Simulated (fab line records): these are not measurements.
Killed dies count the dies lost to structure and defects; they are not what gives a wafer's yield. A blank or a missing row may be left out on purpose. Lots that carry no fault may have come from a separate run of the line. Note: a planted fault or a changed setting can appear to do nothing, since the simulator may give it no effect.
Which tool did it? / flow sky130 / Sampling: 14 lots, 42 wafers, 2 of 708 route steps

== WHAT THE GAUGES SHOWED, per wafer ==
Not one reading of a measure or inspect step in the record can be checked against a usual standard deviation.

== EACH LOT AND THE TOOL THAT RAN IT (in order: tool; ch and the chambers of the sampled wafers; start) ==
lot=L875; SKY_CAPM_CVD_00=pecvd-03 ch 0,1, day 38 08:07; SKY_PAD_OPEN_PROBE_99=-
lot=L874; SKY_CAPM_CVD_00=pecvd-02 ch 0,1,2, day 38 09:55; SKY_PAD_OPEN_PROBE_99=-
lot=L876; SKY_CAPM_CVD_00=pecvd-03 ch 0,1,2, day 38 17:49; SKY_PAD_OPEN_PROBE_99=-
lot=L879; SKY_CAPM_CVD_00=pecvd-02 ch 0,2, day 39 16:30; SKY_PAD_OPEN_PROBE_99=-
lot=L880; SKY_CAPM_CVD_00=pecvd-03 ch 0,1, day 40 00:26; SKY_PAD_OPEN_PROBE_99=prober-01, day 49 01:08
lot=L881; SKY_CAPM_CVD_00=pecvd-01 ch 0,2, day 40 16:40; SKY_PAD_OPEN_PROBE_99=prober-02, day 49 12:27
lot=L883; SKY_CAPM_CVD_00=pecvd-03 ch 0,1,2, day 41 03:14; SKY_PAD_OPEN_PROBE_99=prober-01, day 49 23:08
lot=L888; SKY_CAPM_CVD_00=pecvd-03 ch 0, day 42 22:00; SKY_PAD_OPEN_PROBE_99=prober-02, day 51 05:16
lot=L889; SKY_CAPM_CVD_00=pecvd-02 ch 1, day 42 22:49; SKY_PAD_OPEN_PROBE_99=-
lot=L891; SKY_CAPM_CVD_00=pecvd-02 ch 1,2, day 43 02:50; SKY_PAD_OPEN_PROBE_99=-
lot=L893; SKY_CAPM_CVD_00=pecvd-01 ch 0,1,2, day 43 16:38; SKY_PAD_OPEN_PROBE_99=-
lot=L894; SKY_CAPM_CVD_00=pecvd-01 ch 0,1,2, day 43 21:48; SKY_PAD_OPEN_PROBE_99=-
lot=L895; SKY_CAPM_CVD_00=pecvd-03 ch 0,1, day 44 00:41; SKY_PAD_OPEN_PROBE_99=-
lot=L896; SKY_CAPM_CVD_00=pecvd-02 ch 1,2, day 44 05:05; SKY_PAD_OPEN_PROBE_99=prober-02, day 52 01:28
- SKY_CAPM_CVD_00: deposits SiO2, target thk 15.5 nm.
- SKY_PAD_OPEN_PROBE_99

== AS READ BY THE TOOLS THEMSELVES (means over the sampled wafers that have a number; for cases with no such wafer, the mark the record gives instead) ==
SKY_CAPM_CVD_00.
lot=L875; tool=pecvd-03; heaterPowerOuterW (W)=470; heaterPowerW (W)=733
lot=L874; tool=pecvd-02; heaterPowerOuterW (W)=329; heaterPowerW (W)=590
lot=L876; tool=pecvd-03; heaterPowerOuterW (W)=456; heaterPowerW (W)=733
lot=L879; tool=pecvd-02; heaterPowerOuterW (W)=342; heaterPowerW (W)=594
lot=L880; tool=pecvd-03; heaterPowerOuterW (W)=-; heaterPowerW (W)=-
lot=L881; tool=pecvd-01; heaterPowerOuterW (W)=-; heaterPowerW (W)=-
lot=L883; tool=pecvd-03; heaterPowerOuterW (W)=429; heaterPowerW (W)=704
lot=L888; tool=pecvd-03; heaterPowerOuterW (W)=382; heaterPowerW (W)=633
lot=L889; tool=pecvd-02; heaterPowerOuterW (W)=322; heaterPowerW (W)=604
lot=L891; tool=pecvd-02; heaterPowerOuterW (W)=342; heaterPowerW (W)=621
lot=L893; tool=pecvd-01; heaterPowerOuterW (W)=393; heaterPowerW (W)=682
lot=L894; tool=pecvd-01; heaterPowerOuterW (W)=419; heaterPowerW (W)=715
lot=L895; tool=pecvd-03; heaterPowerOuterW (W)=419; heaterPowerW (W)=708
lot=L896; tool=pecvd-02; heaterPowerOuterW (W)=316; heaterPowerW (W)=551

SKY_PAD_OPEN_PROBE_99.
lot=L880; tool=prober-01; defectLimitedYield (%)=0.0; killed_at_M0_to_M3=43; killed_at_M4_up=2.3; killedAtContacts=23; killedAtFrontEnd=17; killedAtOther=406.3; killedDies=492; killedOnRim=96; killedOpen=47; killedShort=38; sort_bin_3_pad_short (%)=0.8; sort_bin_5_function (%)=93.0; sort_bin_6_memory (%)=6.2; sortNPass=0; sortYieldPct (%)=0.0
lot=L881; tool=prober-02; defectLimitedYield (%)=0.0; killed_at_M0_to_M3=43; killed_at_M4_up=4.3; killedAtContacts=20; killedAtFrontEnd=18; killedAtOther=406.0; killedDies=492; killedOnRim=96; killedOpen=47; killedShort=39; sort_bin_3_pad_short (%)=0.8; sort_bin_5_function (%)=93.0; sort_bin_6_memory (%)=6.2; sortNPass=0; sortYieldPct (%)=0.0
lot=L883; tool=prober-01; defectLimitedYield (%)=84.2; killed_at_M0_to_M3=39; killed_at_M4_up=2.3; killedAtContacts=21; killedAtFrontEnd=15; killedAtOther=0.0; killedDies=78; killedOnRim=13; killedOpen=40; killedShort=37; sort_bin_3_pad_short (%)=0.9; sort_bin_5_function (%)=10.1; sort_bin_6_memory (%)=4.8; sortNPass=414; sortYieldPct (%)=84.2
lot=L888; tool=prober-02; defectLimitedYield (%)=80.2; killed_at_M0_to_M3=53; killed_at_M4_up=3.5; killedAtContacts=22; killedAtFrontEnd=18; killedAtOther=1.0; killedDies=98; killedOnRim=16; killedOpen=56; killedShort=40; sort_bin_3_pad_short (%)=0.8; sort_bin_5_function (%)=10.8; sort_bin_6_memory (%)=8.2; sortNPass=394; sortYieldPct (%)=80.2
lot=L896; tool=prober-02; defectLimitedYield (%)=82.9; killed_at_M0_to_M3=43; killed_at_M4_up=3.3; killedAtContacts=22; killedAtFrontEnd=16; killedAtOther=0.3; killedDies=84; killedOnRim=11; killedOpen=44; killedShort=41; sort_bin_3_pad_short (%)=0.5; sort_bin_5_function (%)=10.4; sort_bin_6_memory (%)=6.2; sortNPass=408; sortYieldPct (%)=82.9

== THE ANSWER, worked out from the rows above alone ==
Rule: the lots themselves supply what counts as usual. Put in order of their means at a reading, lots are off if they are a third of the lots or fewer, leave a main group of 4 or more, and stand apart from it by a gap of 3 or more times the standard deviation of the main group's means; of several such gaps the widest counts. The tables above print the reading to a certain number of digits; a main group whose means all agree to those digits is not used. Also off: a lot with no number at a reading for which 4 or more lots have one. Any other lot the step has rows for is counted as sound. Order of review: gauges by route order, followed by the tools' own readings, for which a lot's mean as printed above is used. The first step at which some lot is off is used, and at that step the reading that is off furthest; a lot without a number counts as furthest.
Off: L880, L881, at SKY_CAPM_CVD_00 (heaterPowerOuterW). Without a number there: L880, L881. For the main group the mean is 385 W and the standard deviation 52.
If a tool, at that step or one of the process steps before it, ran each lot that is off and ran no sound lot following the first of them, it fits. No candidate that was tried fits.

== WHAT THE SIMULATOR HAD PUT IN ==
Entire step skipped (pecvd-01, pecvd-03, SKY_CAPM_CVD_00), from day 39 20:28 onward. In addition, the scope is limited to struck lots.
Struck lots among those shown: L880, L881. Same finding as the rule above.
